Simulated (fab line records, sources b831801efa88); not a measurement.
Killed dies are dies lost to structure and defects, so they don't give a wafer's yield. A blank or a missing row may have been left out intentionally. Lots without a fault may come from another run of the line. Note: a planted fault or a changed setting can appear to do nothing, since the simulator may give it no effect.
fab line records    flow sky130
record: lots: 6  wafers: 18  last_day: 50
route steps=708 shown LI_CONTACT@375 LOCAL_INTERCONNECT@387 PAD_OPEN@708
lots with no fault: from the same line, run without faults
start_h: start of the lot's first displayed wafer, in hours after the record's first day    wait_h: how many hours have passed since the lot's step before this one    " the same as in the row above    L1.1+2: one row covering several wafers at once    - no value, or no start was given    * or withheld: withheld    < > ~ a bound
route shown NAME@n: names a module that has steps shown in the file, with the first one's number in the route    usual: average and standard deviation across the fault-free wafers    same: alike in all rows    chamber/n: place in a boat    sites: the reading at each site    _std_site: their standard deviation    _edge_site: outer sites' mean less inner sites'    radius_mm: for every site, how far away it sits from the centre of the wafer    mask NAME#n: copy n    behind: the most recent tool/chamber to have shaped the wafer    hold: the reason the lot was held/the length of the hold in hours/how it ended    device: the n, p or np transistor that did not switch    end of line: at the end of the route, the tests of the same wafers    a step with no rows: only its recipe    killed: dies lost to structure and defects at the first sort, not the wafer's yield    map: the dies of a wafer, with x for killed, . for not killed, _ for no die there
set.NAME: the run value of the setting; set.NAME@STEP: its run value at that earlier step    model.NAME: the simulator's own value behind a step, which no gauge read
lots at selected steps of the route; one table per step, one row per wafer
services: when a tool's chamber went out of use (start_h, in hours from the record's first day, below 0 if earlier), for how many hours, and the reason
== steps ==
step: SKY_LI_CONTACT_OVL_MEAS_13
usual: LI_CONTACT_OVL: 0/6.1
lot.wafer  tool        chamber  start_h  wait_h  LI_CONTACT_OVL[nm]
L796.2     overlay-02  -        690.52   0.1     2
L796.4     "           -        "        "       -4
L796.6     "           -        "        "       -5
L799.1     overlay-02  -        713.96   0.1     -6
L799.4     "           -        "        "       -6
L799.6     "           -        "        "       -9
L811.1     overlay-02  -        806.16   0.1     -5
L811.5     "           -        "        "       -8
L811.6     "           -        "        "       -9
L812.2     overlay-02  -        815.83   0.1     6
L812.3     "           -        "        "       10
L812.4     "           -        "        "       9
L813.1     overlay-01  -        818.23   0.1     -2
L813.4     "           -        "        "       3
L813.6     "           -        "        "       -1
L817.4     overlay-02  -        847.45   0.1     1
L817.5     "           -        "        "       -1
L817.6     "           -        "        "       0
step: SKY_LI_CONTACT_ETCH_14
recipe: chemistry: N2/H2  target: BARC  ion_energy_ev: 200  source_w: 500  bias_w: 100  pressure_mtorr: 30  n2_flow_sccm: 100  h2_flow_sccm: 200  stop_on: SiO2  time_s: 45.9  target_depth_a: 600
usual: drypump_motor_current_A: 5.9/0.39  n2_flow_sccm: 100.0/0.31  oes_product_au: 0.855/0.0047  throttle_valve_pct: 13.223/0.0094
same: time_s: 45.9
lot.wafer  tool         chamber  start_h  wait_h  drypump_motor_current_A  n2_flow_sccm  oes_product_au  rf_hours_counter_h  throttle_valve_pct
L796.2     rie_diel-03  3        690.55   0.0     6.5                      99.8          0.852           28                  13.211
L796.4     "            2        "        "       5.6                      100.0         0.858           6                   13.215
L796.6     "            3        "        "       6.5                      100.1         0.847           -                   13.229
L799.1     rie_diel-03  1        714.00   0.0     6.1                      99.6          0.858           14                  13.226
L799.4     "            2        "        "       5.6                      99.9          0.853           7                   13.203
L799.6     "            2        "        "       5.6                      100.0         0.848           -                   13.219
L811.1     rie_diel-04  1        806.20   0.0     6.4                      99.9          0.857           22                  13.216
L811.5     "            3        "        "       5.9                      99.8          0.860           -                   13.232
L811.6     "            2        "        "       6.1                      100.4         0.853           -                   13.223
L812.2     rie_diel-03  0        815.86   0.0     5.9                      100.1         0.856           10                  13.212
L812.3     "            3        "        "       6.5                      100.6         0.860           -                   13.229
L812.4     "            0        "        "       5.9                      100.2         0.854           -                   13.220
L813.1     rie_diel-03  3        818.26   0.0     6.5                      99.6          0.851           31                  13.224
L813.4     "            3        "        "       6.5                      100.1         0.853           -                   13.219
L813.6     "            3        "        "       6.5                      99.9          0.858           -                   13.215
L817.4     rie_diel-02  3        847.48   0.0     5.9                      99.9          0.858           -                   13.221
L817.5     "            3        "        "       5.9                      100.0         0.852           -                   13.218
L817.6     "            0        "        "       5.2                      100.1         0.854           -                   13.214
step: SKY_LI_CONTACT_ETCH_15
recipe: target: PSG  chemistry: C4F8/O2/Ar  stop_on: Si  taper_deg: 4.15  mask_material: KrF-thick  source_w: 1500  bias_w: 1200  pressure_mtorr: 40  c4f8_flow_sccm: withheld  O2_flow_sccm: 6  Ar_flow_sccm: 300  time_s: withheld  target_depth_a: 6000
step: SKY_LI_CONTACT_STRIP_16
recipe: chemistry: O2/N2  power_w: 1400  pressure_mtorr: 1500  platen_temp_c: withheld  o2_flow_sccm: 3000  n2_flow_sccm: 300  overash_fraction: 0.5
usual: drypump_motor_current_A: 5.7/0.46  n2_flow_sccm: 300.0/0.89  oes_product_au: 0.376/0.0051  strip_time_to_endpoint_s: 3.50/0.053
lot.wafer  tool             chamber  start_h  wait_h  drypump_motor_current_A  n2_flow_sccm  oes_product_au  rf_hours_counter_h  strip_time_to_endpoint_s
L796.2     plasma_asher-04  1        690.68   -       5.7                      300.0         0.376           82                  3.57
L796.4     "                1        "        "       5.7                      299.3         0.375           -                   3.56
L796.6     "                1        "        "       5.7                      300.0         0.378           -                   3.57
L799.1     plasma_asher-03  1        714.13   -       5.7                      299.3         0.376           29                  3.46
L799.4     "                1        "        "       5.7                      299.6         0.382           -                   3.51
L799.6     "                0        "        "       5.3                      300.4         0.373           -                   3.52
L811.1     plasma_asher-04  1        806.33   -       5.7                      298.6         0.371           93                  3.48
L811.5     "                0        "        "       5.1                      298.9         0.375           -                   3.46
L811.6     "                1        "        "       5.7                      298.6         0.375           -                   3.53
L812.2     plasma_asher-02  0        816.05   -       6.3                      300.5         0.372           8                   3.49
L812.3     "                0        "        "       6.3                      299.9         0.386           -                   3.56
L812.4     "                1        "        "       6.5                      300.5         0.384           -                   3.48
L813.1     plasma_asher-04  0        818.45   -       5.1                      300.6         0.382           93                  3.55
L813.4     "                0        "        "       5.1                      300.1         0.370           -                   3.55
L813.6     "                1        "        "       5.7                      299.9         0.379           -                   3.55
L817.4     plasma_asher-04  1        847.69   -       5.7                      300.5         0.375           -                   3.53
L817.5     "                1        "        "       5.7                      300.4         0.368           -                   3.52
L817.6     "                0        "        "       5.1                      298.8         0.377           -                   3.52
step: SKY_LI_CONTACT_CLEAN_17
recipe: chemistry: NMP  time_s: 600  temp_c: 60  dry: n2_spin
step: SKY_LI_CONTACT_PRE_CLEAN_18
recipe: gas: Ar  time_s: 5.6  bias_v: 358
step: SKY_LI_CONTACT_SPUTTER_19
recipe: material: Ti  target_thk_nm: 20  chamber_pressure_pa: 5  power_w: 2500  substrate_temp_c: 200  time_s: 106.37
step: SKY_LI_CONTACT_SPUTTER_20
recipe: material: TiN  target_thk_nm: 20  chamber_pressure_pa: 5  power_w: 4000  time_s: 80
usual: cathode_dc_power_W: 4000.0/0.75  throttle_valve_pct: 29.8/1.3
same: time_s: 80
lot.wafer  tool            chamber  start_h  wait_h  cathode_dc_power_W  throttle_valve_pct
L796.2     pvd_sputter-03  -        691.05   0.0     4001.3              27.9
L796.4     "               -        "        "       3999.0              28.7
L796.6     "               -        "        "       4000.5              28.0
L799.1     pvd_sputter-03  -        714.50   0.0     4000.7              28.8
L799.4     "               -        "        "       3998.9              29.2
L799.6     "               -        "        "       4000.4              29.3
L811.1     pvd_sputter-02  -        806.71   0.0     3998.6              29.9
L811.5     "               -        "        "       3999.2              30.0
L811.6     "               -        "        "       4000.1              29.5
L812.2     pvd_sputter-02  -        816.42   0.0     3998.6              29.6
L812.3     "               -        "        "       4000.7              31.0
L812.4     "               -        "        "       3998.7              29.9
L813.1     pvd_sputter-01  -        818.82   0.0     3999.9              31.4
L813.4     "               -        "        "       3999.5              31.8
L813.6     "               -        "        "       3999.6              32.1
L817.4     pvd_sputter-03  -        848.03   0.0     4000.7              30.2
L817.5     "               -        "        "       3999.0              29.4
L817.6     "               -        "        "       3999.4              28.4
step: SKY_LI_CONTACT_CVD_21
recipe: material: W  target_thk_nm: 400  time_s: 120.56  temp_c: 400  pressure_torr: 40
usual: heater_power_outer_w: 544/41  heater_power_w: 867/48
same: time_s: 120.56
lot.wafer  tool      chamber  start_h  wait_h  heater_power_outer_w  heater_power_w
L796.2     cvd_w-02  1        691.11   0.0     497                   844
L796.4     "         0        "        "       571                   855
L796.6     "         1        "        "       500                   831
L799.1     cvd_w-02  0        714.56   0.0     574                   861
L799.4     "         1        "        "       496                   855
L799.6     "         1        "        "       501                   853
L811.1     cvd_w-02  0        806.77   0.0     575                   859
L811.5     "         1        "        "       518                   869
L811.6     "         0        "        "       574                   887
L812.2     cvd_w-02  1        816.49   0.0     498                   878
L812.3     "         0        "        "       582                   881
L812.4     "         1        "        "       517                   890
L813.1     cvd_w-01  1        818.89   0.0     626                   957
L813.4     "         0        "        "       496                   810
L813.6     "         1        "        "       609                   949
L817.4     cvd_w-02  1        848.13   0.1     524                   873
L817.5     "         0        "        "       583                   885
L817.6     "         1        "        "       511                   864
step: SKY_LI_CONTACT_RS_MEAS_22
recipe: thk_meas_gauge: four-point-probe  reads: W_of_LI_CONTACT_CVD_21+TiN_of_LI_CONTACT_SPUTTER_20+Ti_of_LI_CONTACT_SPUTTER_19
usual: LI_CONTACT_W_RS: 0.284/0.0035
lot.wafer  tool           chamber  start_h  wait_h  LI_CONTACT_W_RS[ohm/sq]
L796.2     film_metro-04  -        691.25   0.1     0.281
L796.4     "              -        "        "       0.286
L796.6     "              -        "        "       0.282
L799.1     film_metro-04  -        714.68   0.1     0.286
L799.4     "              -        "        "       0.281
L799.6     "              -        "        "       0.284
L811.1     film_metro-03  -        806.90   0.1     0.285
L811.5     "              -        "        "       0.281
L811.6     "              -        "        "       0.286
L812.2     film_metro-02  -        816.63   0.1     0.279
L812.3     "              -        "        "       0.281
L812.4     "              -        "        "       0.278
L813.1     film_metro-03  -        819.01   0.1     0.278
L813.4     "              -        "        "       0.280
L813.6     "              -        "        "       0.282
L817.4     film_metro-03  -        848.27   0.1     0.278
L817.5     "              -        "        "       0.286
L817.6     "              -        "        "       0.279
step: SKY_LI_CONTACT_THK_MEAS_23
recipe: thk_meas_gauge: xrf  reads: W_of_LI_CONTACT_CVD_21
usual: LI_CONTACT_W_THK: 394/6.9
lot.wafer  tool           chamber  start_h  wait_h  LI_CONTACT_W_THK[nm]
L796.2     film_metro-04  -        691.36   0.1     402
L796.4     "              -        "        "       394
L796.6     "              -        "        "       401
L799.1     film_metro-04  -        714.80   0.1     393
L799.4     "              -        "        "       400
L799.6     "              -        "        "       398
L811.1     film_metro-03  -        807.02   0.1     396
L811.5     "              -        "        "       400
L811.6     "              -        "        "       392
L812.2     film_metro-02  -        816.74   0.1     399
L812.3     "              -        "        "       392
L812.4     "              -        "        "       397
L813.1     film_metro-03  -        819.13   0.1     404
L813.4     "              -        "        "       402
L813.6     "              -        "        "       396
L817.4     film_metro-03  -        848.36   0.1     407
L817.5     "              -        "        "       398
L817.6     "              -        "        "       405
step: SKY_LI_CONTACT_CMP_24
recipe: stop_on: PSG  t_overpolish_s: 20  down_force_psi: 3.5  platen_rpm: 60  target_thk_nm: 0  pad_velocity_m_s: 0.94248
usual: motor_current_A: 11.6/1.1  overpolish_run_s: 20.000/0.0087  time_to_endpoint_s: 95/4.8
lot.wafer  tool    chamber  start_h  wait_h  motor_current_A  overpolish_run_s  time_to_endpoint_s
L796.4     cmp-01  0        691.41   0.0     11.3             19.985            96
L796.2     "       2        "        "       12.3             19.992            100
L796.6     "       1        "        "       11.9             20.015            90
L799.4     cmp-01  2        715.00   0.2     11.9             19.996            106
L799.1     "       3        "        "       11.6             20.003            99
L799.6     "       0        "        "       11.1             19.997            101
L811.1     cmp-01  1        807.18   0.1     12.3             19.992            90
L811.6     "       3        "        "       12.3             20.016            93
L811.5     "       0        "        "       11.2             20.013            90
L812.4     cmp-01  3        816.79   0.0     12.0             20.018            94
L812.2     "       0        "        "       11.6             19.990            99
L812.3     "       2        "        "       11.1             20.008            98
L813.1     cmp-01  3        819.38   0.2     12.1             19.992            99
L813.4     "       1        "        "       12.2             19.993            90
L813.6     "       2        "        "       11.8             20.000            104
L817.4     cmp-02  1        848.54   0.2     11.0             20.005            97
L817.6     "       2        "        "       11.5             19.995            92
L817.5     "       3        "        "       10.1             20.012            88
step: SKY_LOCAL_INTERCONNECT_SPUTTER_00
recipe: material: TiN  target_thk_nm: 100  temp_c: 300  power_w: 6500  time_s: 83.3  chamber_pressure_pa: 0.4
usual: cathode_dc_power_W: 6500.1/1.2  throttle_valve_pct: 30.3/1.1
same: time_s: 83.3
lot.wafer  tool            chamber  start_h  wait_h  cathode_dc_power_W  throttle_valve_pct  model.TiN_of_LOCAL_INTERCONNECT_SPUTTER_00.thk_nm
L796.2     pvd_sputter-04  -        691.71   0.1     6501.4              31.0                98.36
L796.4     "               -        "        "       6498.5              29.5                99.32
L796.6     "               -        "        "       6500.8              30.8                98.8
L799.1     pvd_sputter-01  -        715.20   0.1     6498.6              29.3                99.65
L799.4     "               -        "        "       6500.9              31.8                100.7
L799.6     "               -        "        "       6499.8              29.3                98.99
L811.1     pvd_sputter-01  -        807.38   0.1     7211.7              31.4                111.4
L811.5     "               -        "        "       7210.3              31.9                110.7
L811.6     "               -        "        "       7212.0              29.1                111.8
L812.2     pvd_sputter-01  -        817.09   0.2     7213.3              29.1                110.9
L812.3     "               -        "        "       7211.2              31.9                110.1
L812.4     "               -        "        "       7212.4              31.8                110.9
L813.1     pvd_sputter-04  -        819.63   0.2     6500.4              28.8                99.08
L813.4     "               -        "        "       6501.3              29.8                98.56
L813.6     "               -        "        "       6499.9              30.0                98.92
L817.4     pvd_sputter-04  -        848.72   0.1     6499.5              31.0                100.5
L817.5     "               -        "        "       6500.1              30.6                100.5
L817.6     "               -        "        "       6500.9              29.1                99.48
step: SKY_LOCAL_INTERCONNECT_RS_MEAS_01
recipe: thk_meas_gauge: four-point-probe  reads: TiN_of_LOCAL_INTERCONNECT_SPUTTER_00
usual: LOCAL_INTERCONNECT_TIN_RS: 14.22/0.17
lot.wafer  tool           chamber  start_h  wait_h  LOCAL_INTERCONNECT_TIN_RS[ohm/sq]
L796.2     film_metro-01  -        691.80   0.1     14.41
L796.4     "              -        "        "       14.27
L796.6     "              -        "        "       14.34
L799.1     film_metro-04  -        715.26   0.0     14.23
L799.4     "              -        "        "       14.03
L799.6     "              -        "        "       14.33
L811.1     film_metro-01  -        807.44   0.0     12.66
L811.5     "              -        "        "       12.75
L811.6     "              -        "        "       12.61
L812.2     film_metro-02  -        817.17   0.1     12.70
L812.3     "              -        "        "       12.80
L812.4     "              -        "        "       12.68
L813.1     film_metro-04  -        819.69   0.0     14.31
L813.4     "              -        "        "       14.39
L813.6     "              -        "        "       14.35
L817.4     film_metro-04  -        848.81   0.1     14.07
L817.5     "              -        "        "       14.10
L817.6     "              -        "        "       14.28
step: SKY_LOCAL_INTERCONNECT_THK_MEAS_02
recipe: thk_meas_gauge: xrf  reads: TiN_of_LOCAL_INTERCONNECT_SPUTTER_00
usual: LOCAL_INTERCONNECT_TIN_THK: 99.8/1.4
lot.wafer  tool           chamber  start_h  wait_h  LOCAL_INTERCONNECT_TIN_THK[nm]
L796.2     film_metro-01  -        691.91   0.1     97.7
L796.4     "              -        "        "       98.3
L796.6     "              -        "        "       97.7
L799.1     film_metro-04  -        715.38   0.1     100.8
L799.4     "              -        "        "       101.3
L799.6     "              -        "        "       99.8
L811.1     film_metro-01  -        807.56   0.1     110.5
L811.5     "              -        "        "       109.6
L811.6     "              -        "        "       111.4
L812.2     film_metro-02  -        817.28   0.1     109.9
L812.3     "              -        "        "       109.1
L812.4     "              -        "        "       110.1
L813.1     film_metro-04  -        819.81   0.1     99.7
L813.4     "              -        "        "       99.9
L813.6     "              -        "        "       100.1
L817.4     film_metro-04  -        848.90   0.1     101.8
L817.5     "              -        "        "       101.5
L817.6     "              -        "        "       100.1
step: SKY_LOCAL_INTERCONNECT_DEHYDRATE_03
recipe: temp_c: 200  time_s: 60
step: SKY_LOCAL_INTERCONNECT_HMDS_04
recipe: prime_time_s: 60  prime_temp_c: 120
step: SKY_LOCAL_INTERCONNECT_COAT_05
recipe: resist: BARC  temp_c: withheld  time_s: withheld  spin_rpm: 3000  resist_thk_nm: 60
step: SKY_LOCAL_INTERCONNECT_COAT_06
recipe: resist: KrF-thick  spin_rpm: 3000  resist_thk_nm: 450
step: SKY_LOCAL_INTERCONNECT_SOFTBAKE_07
recipe: temp_c: 100  time_s: 90  resist: KrF-thick
step: SKY_LOCAL_INTERCONNECT_EXPOSE_08
recipe: mask_id: LI1M  na: 0.8  source_shape: annular  sigma_inner: 0.55  sigma_outer: 0.85  target_cd_nm: 170  dose_mj: 28
step: SKY_LOCAL_INTERCONNECT_PEB_09
recipe: peb_temp_c: withheld  peb_time_s: withheld  resist: KrF-thick
step: SKY_LOCAL_INTERCONNECT_DEVELOP_10
recipe: develop_time_s: 60  resist: KrF-thick  dev_temp_c: 21
step: SKY_LOCAL_INTERCONNECT_CD_MEAS_11
recipe: target_cd_nm: 170
usual: cd_nm: 170.1/1.5
lot.wafer  tool       chamber  start_h  wait_h  cd_nm
L796.2     cd_sem-01  -        719.97   -       171.8
L796.4     "          -        "        "       173.0
L796.6     "          -        "        "       172.2
L799.1     cd_sem-01  -        742.90   -       169.4
L799.4     "          -        "        "       167.8
L799.6     "          -        "        "       167.9
L811.1     cd_sem-02  -        833.64   -       170.4
L811.5     "          -        "        "       168.7
L811.6     "          -        "        "       168.8
L812.2     cd_sem-01  -        843.46   -       167.6
L812.3     "          -        "        "       169.5
L812.4     "          -        "        "       169.6
L813.1     cd_sem-02  -        846.75   -       169.9
L813.4     "          -        "        "       173.5
L813.6     "          -        "        "       171.0
L817.4     cd_sem-01  -        874.87   -       170.5
L817.5     "          -        "        "       171.3
L817.6     "          -        "        "       169.8
step: SKY_LOCAL_INTERCONNECT_OVL_MEAS_12
usual: LOCAL_INTERCONNECT_OVL: 1/5.8
lot.wafer  tool        chamber  start_h  wait_h  LOCAL_INTERCONNECT_OVL[nm]
L796.2     overlay-01  -        720.07   0.1     6
L796.4     "           -        "        "       3
L796.6     "           -        "        "       4
L799.1     overlay-01  -        743.02   0.1     6
L799.4     "           -        "        "       -1
L799.6     "           -        "        "       6
L811.1     overlay-02  -        833.76   0.1     3
L811.5     "           -        "        "       -4
L811.6     "           -        "        "       -7
L812.2     overlay-01  -        843.57   0.1     1
L812.3     "           -        "        "       6
L812.4     "           -        "        "       2
L813.1     overlay-02  -        846.87   0.1     -12
L813.4     "           -        "        "       -9
L813.6     "           -        "        "       -6
L817.4     overlay-01  -        874.95   0.1     7
L817.5     "           -        "        "       -8
L817.6     "           -        "        "       2
step: SKY_LOCAL_INTERCONNECT_ETCH_13
recipe: chemistry: N2/H2  target: BARC  ion_energy_ev: 200  bias_w: 100  pressure_mtorr: 30  n2_flow_sccm: 100  h2_flow_sccm: 200  icp_w: 500  stop_on: SiO2  time_s: 45.9  target_depth_a: 600
step: SKY_LOCAL_INTERCONNECT_METAL_ETCH_14
recipe: target_depth_nm: 110  stop_on: PSG  chemistry: Cl2/BCl3  target: TiN  resist_sidewall_deg: 88  pressure_mtorr: 10  icp_w: 900  bias_w: 48.5  Cl2_flow_sccm: 60  bcl3_flow_sccm: 30  time_s: 31.4
usual: drypump_motor_current_A: 6.0/0.48  he_backside_leak_sccm: 3.27/0.22  oes_product_au: 0.939/0.0082  throttle_valve_pct: 21.903/0.01
same: time_s: 31.4
lot.wafer  tool          chamber  start_h  wait_h  drypump_motor_current_A  he_backside_leak_sccm  oes_product_au  rf_hours_counter_h  throttle_valve_pct
L796.2     rie_metal-03  1        720.17   0.0     6.5                      3.25                   0.929           10                  21.921
L796.4     "             1        "        "       6.5                      3.09                   0.941           -                   21.913
L796.6     "             0        "        "       5.7                      3.43                   0.936           -                   21.909
L799.1     rie_metal-03  0        743.12   0.0     5.6                      3.53                   0.941           1                   21.885
L799.4     "             0        "        "       5.6                      3.61                   0.945           -                   21.896
L799.6     "             1        "        "       6.5                      3.07                   0.938           -                   21.908
L811.1     rie_metal-03  1        833.86   0.0     6.5                      3.05                   0.996           14                  21.861
L811.5     "             0        "        "       5.6                      3.48                   0.995           -                   21.860
L811.6     "             1        "        "       6.5                      3.00                   1.004           -                   21.870
L812.2     rie_metal-03  1        843.66   0.0     6.5                      2.85                   0.997           14                  21.868
L812.3     "             1        "        "       6.5                      2.90                   0.992           -                   21.892
L812.4     "             0        "        "       5.6                      3.68                   0.991           -                   21.858
L813.1     rie_metal-01  1        846.97   0.0     6.6                      3.24                   0.942           5                   21.907
L813.4     "             0        "        "       5.6                      3.27                   0.923           -                   21.909
L813.6     "             1        "        "       6.6                      3.47                   0.937           -                   21.886
L817.4     rie_metal-03  1        875.04   0.0     6.5                      3.05                   0.935           -                   21.904
L817.5     "             1        "        "       6.5                      3.08                   0.948           -                   21.904
L817.6     "             0        "        "       5.7                      3.32                   0.938           -                   21.906
step: SKY_LOCAL_INTERCONNECT_STRIP_15
recipe: chemistry: O2/N2  power_w: 1400  pressure_mtorr: 1500  platen_temp_c: withheld  o2_flow_sccm: 3000  n2_flow_sccm: 300  overash_fraction: 0.5
step: SKY_LOCAL_INTERCONNECT_STRIP_16
recipe: chemistry: post_etch_residue_remover  time_s: 1200  temp_c: 72.5
same: time_s: 1200
lot.wafer  tool          chamber  start_h  wait_h  model.TiN_of_LOCAL_INTERCONNECT_SPUTTER_00.thk_nm
L796.2     wet_bench-03  1        720.32   0.1     97.93
L796.4     "             1        "        "       98.89
L796.6     "             1        "        "       98.37
L799.1     wet_bench-04  1        743.27   0.1     99.23
L799.4     "             1        "        "       100.3
L799.6     "             1        "        "       98.57
L811.1     wet_bench-03  1        834.01   0.1     111
L811.5     "             1        "        "       110.3
L811.6     "             1        "        "       111.4
L812.2+4   wet_bench-04  1        843.81   0.1     110.5
L812.3     "             1        "        "       109.7
L813.1     wet_bench-03  1        847.12   0.1     98.67
L813.4     "             1        "        "       98.14
L813.6     "             1        "        "       98.51
L817.4+5   wet_bench-03  1        875.18   0.0     100.1
L817.6     "             1        "        "       99.06
step: SKY_LOCAL_INTERCONNECT_CLEAN_17
recipe: chemistry: IPA  time_s: 180  temp_c: 25
step: SKY_PAD_OPEN_PROBE_99
lot.wafer  tool       chamber  start_h  wait_h  model.etest.res_li.line_ohm_um  model.etest.res_li.rs_ohm_sq  model.etest.li_comb.leak_log10_a_um
L796.2     prober-01  -        1088.63  0.1     75.26                           13.02                         -12.48
L796.4     prober-01  -        1088.73  0.2     73.93                           12.89                         -12.39
L796.6     prober-01  -        1088.83  0.2     74.39                           12.98                         -12.58
L799.1     prober-02  -        1108.96  0.1     75.43                           12.76                         -12.42
L799.4     prober-02  -        1109.11  0.2     75.32                           12.78                         -12.36
L799.6     prober-02  -        1109.21  0.2     77.47                           12.89                         -12.44
L812.2     prober-02  -        1177.62  0.1     68.44                           11.48                         -11.41
L812.3     prober-02  -        1177.67  0.2     68.85                           11.53                         -12.47
L812.4     prober-02  -        1177.72  0.2     68.05                           11.53                         -10.99
L813.1     prober-01  -        1180.52  0.1     75.34                           12.88                         -12.55
L813.4     prober-01  -        1180.67  0.2     75.25                           12.99                         -12.49
L813.6     prober-01  -        1180.77  0.2     75.71                           12.89                         -12.61
L817.4     prober-01  -        1197.72  0.2     75.42                           12.73                         -12.63
L817.5     prober-01  -        1197.77  0.2     74.44                           12.68                         -12.44
L817.6     prober-01  -        1197.82  0.2     75.57                           12.89                         -12.55
killed by level:class
L796.2 VIA1:geometric_particle:open=9 CONTACT:geometric_particle:open=8 LI_CONTACT:geometric_particle:open=8 METAL1:geometric_particle:short=8 VIA2:geometric_particle:open=8 LOCAL_INTERCONNECT:geometric_particle:short=7 METAL2:geometric_particle:open=6 VIA3:geometric_particle:open=6
L796.4 CONTACT:geometric_particle:open=13 VIA1:geometric_particle:open=10 LI_CONTACT:geometric_particle:open=9 VIA3:geometric_particle:open=9 VIA2:geometric_particle:short=7 CONTACT:geometric_particle:short=7 METAL1:geometric_particle:short=7 VIA1:geometric_particle:short=6
L796.6 VIA3:geometric_particle:open=12 VIA1:geometric_particle:open=12 VIA2:geometric_particle:open=10 METAL1:geometric_particle:short=10 FIELD_ISO:geometric_particle:open=9 CONTACT:geometric_particle:open=9 CONTACT:geometric_particle:short=9 LI_CONTACT:geometric_particle:open=6
L799.1 CONTACT:geometric_particle:open=9 LI_CONTACT:geometric_particle:open=8 VIA1:geometric_particle:open=7 METAL2:geometric_particle:short=6 METAL3:geometric_particle:short=5 FIELD_ISO:geometric_particle:short=4 LI_CONTACT:geometric_particle:short=4 VIA2:geometric_particle:short=4
L799.4 LI_CONTACT:geometric_particle:open=9 CONTACT:geometric_particle:open=9 LOCAL_INTERCONNECT:geometric_particle:short=8 METAL2:geometric_particle:short=7 VIA1:geometric_particle:open=7 LI_CONTACT:geometric_particle:short=6 CONTACT:geometric_particle:short=6 METAL1:geometric_particle:short=6
L799.6 CONTACT:geometric_particle:short=9 VIA1:geometric_particle:open=7 FIELD_ISO:geometric_particle:short=6 LI_CONTACT:geometric_particle:open=6 VIA1:geometric_particle:short=6 METAL2:geometric_particle:short=6 FIELD_ISO:geometric_particle:open=5 CONTACT:geometric_particle:open=4
L813.1 METAL1:geometric_particle:short=10 LI_CONTACT:geometric_particle:open=7 CONTACT:geometric_particle:open=7 VIA2:geometric_particle:open=7 FIELD_ISO:geometric_particle:open=6 VIA1:geometric_particle:open=6 METAL2:geometric_particle:short=4 VIA3:geometric_particle:open=4
L813.4 VIA2:geometric_particle:open=11 CONTACT:geometric_particle:open=10 LI_CONTACT:geometric_particle:open=6 VIA1:geometric_particle:open=5 METAL1:geometric_particle:short=5 FIELD_ISO:geometric_particle:open=4 VIA1:geometric_particle:short=4 METAL2:geometric_particle:short=4
L813.6 VIA1:geometric_particle:open=12 CONTACT:geometric_particle:open=9 VIA2:geometric_particle:open=9 METAL1:geometric_particle:short=9 LI_CONTACT:geometric_particle:open=6 LOCAL_INTERCONNECT:geometric_particle:short=5 VIA2:geometric_particle:short=5 FIELD_ISO:geometric_particle:short=4
L817.4 CONTACT:geometric_particle:open=8 LI_CONTACT:geometric_particle:open=6 CONTACT:geometric_particle:short=6 VIA1:geometric_particle:short=6 VIA2:geometric_particle:open=6 FIELD_ISO:geometric_particle:short=5 METAL2:geometric_particle:short=5 LI_CONTACT:geometric_particle:short=4
L817.5 VIA3:geometric_particle:open=10 VIA1:geometric_particle:open=9 CONTACT:geometric_particle:open=8 METAL2:geometric_particle:short=7 LI_CONTACT:geometric_particle:open=6 CONTACT:geometric_particle:short=6 LI_CONTACT:geometric_particle:short=5 FIELD_ISO:geometric_particle:open=4
L817.6 VIA1:geometric_particle:open=11 VIA3:geometric_particle:open=10 POLY_GATE:geometric_particle:open=9 METAL2:geometric_particle:short=8 VIA2:geometric_particle:open=7 CONTACT:geometric_particle:open=6 VIA2:geometric_particle:short=6 LOCAL_INTERCONNECT:geometric_particle:short=5
== services ==
tool             chamber  start_h  hours  kind
cvd_w-02         -        667.56   1.1    repair
rie_diel-03      -        674.30   2.8    pm
pvd_sputter-04   -        683.28   4.5    repair
cvd_w-02         -        687.85   2.1    repair
pvd_sputter-04   -        714.35   0.5    repair
rie_metal-03     -        722.17   6.0    repair
rie_diel-03      -        733.81   1.4    repair
cmp-01           -        736.00   1.0    repair
pvd_sputter-03   -        740.80   35.9   repair
cmp-01           -        744.33   4.0    pm
cmp-01           -        748.33   7.8    pm
rie_diel-03      3        754.68   15.1   repair
plasma_asher-04  -        761.56   10.7   repair
cvd_w-02         -        804.69   0.3    repair
plasma_asher-04  -        806.85   2.8    pm
rie_diel-03      2        809.57   9.7    repair
rie_metal-03     -        810.01   1.4    pm
rie_diel-03      1        812.28   15.3   repair
rie_diel-03      -        834.61   1.2    repair
cmp-01           -        837.09   6.3    pm
plasma_asher-04  -        843.59   2.9    repair
cmp-01           -        846.65   2.5    repair
cmp-01           -        851.60   1.3    repair
rie_diel-03      0        866.18   6.6    repair
== key ==
first_sign: step: SKY_LOCAL_INTERCONNECT_SPUTTER_00  reading: cathode_dc_power_W  direction: up  sigmas: 99+  usual: 6500.1  struck: 7211.8
effect: step: SKY_LOCAL_INTERCONNECT_RS_MEAS_01  reading: LOCAL_INTERCONNECT_TIN_RS  direction: down  sigmas: 8.8  usual: 14.22  struck: 12.70
effect: step: SKY_LOCAL_INTERCONNECT_THK_MEAS_02  reading: LOCAL_INTERCONNECT_TIN_THK  direction: up  sigmas: 7.5  usual: 99.8  struck: 110.1
effect: step: SKY_LOCAL_INTERCONNECT_METAL_ETCH_14  reading: oes_product_au  direction: up  sigmas: 6.9  usual: 0.939  struck: 0.996
model_effect: step: SKY_LOCAL_INTERCONNECT_SPUTTER_00  value: TiN_of_LOCAL_INTERCONNECT_SPUTTER_00.thk_nm  without: 100  struck: 111
model_effect: step: SKY_LOCAL_INTERCONNECT_STRIP_16  value: TiN_of_LOCAL_INTERCONNECT_SPUTTER_00.thk_nm  without: 99.6  struck: 110.5
model_effect: step: SKY_PAD_OPEN_PROBE_99  value: etest.res_li.line_ohm_um  without: 75.94  struck: 68.44
met_at SKY_LOCAL_INTERCONNECT_SPUTTER_00
struck_wafers L811.1,L811.5,L811.6,L812.2,L812.3,L812.4
sort_left_out L811.1,L811.5,L811.6,L812.2,L812.3,L812.4
tester_left_out L811,L812
onset_between 715.20 807.38
fault: kind: process_parameter_drift  tool: pvd_sputter-01  chamber: -  onset_h: 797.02  steps: SKY_LOCAL_INTERCONNECT_SPUTTER_00  channel: power_w  offset: *  shape: step  end_h: 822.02  acts_in: *  stated: *
tester_left_out: of these lots the tester's yield and bins aren't shown, on N5 and GAA mostly nor the transistor test; their killed dies are dies lost to structure and defects alone, not to doping, threshold or leakage, so they don't give the yield
sort_left_out: the simulated sort isn't trusted on such a fault, so these wafers' sort isn't shown, and their yield isn't known
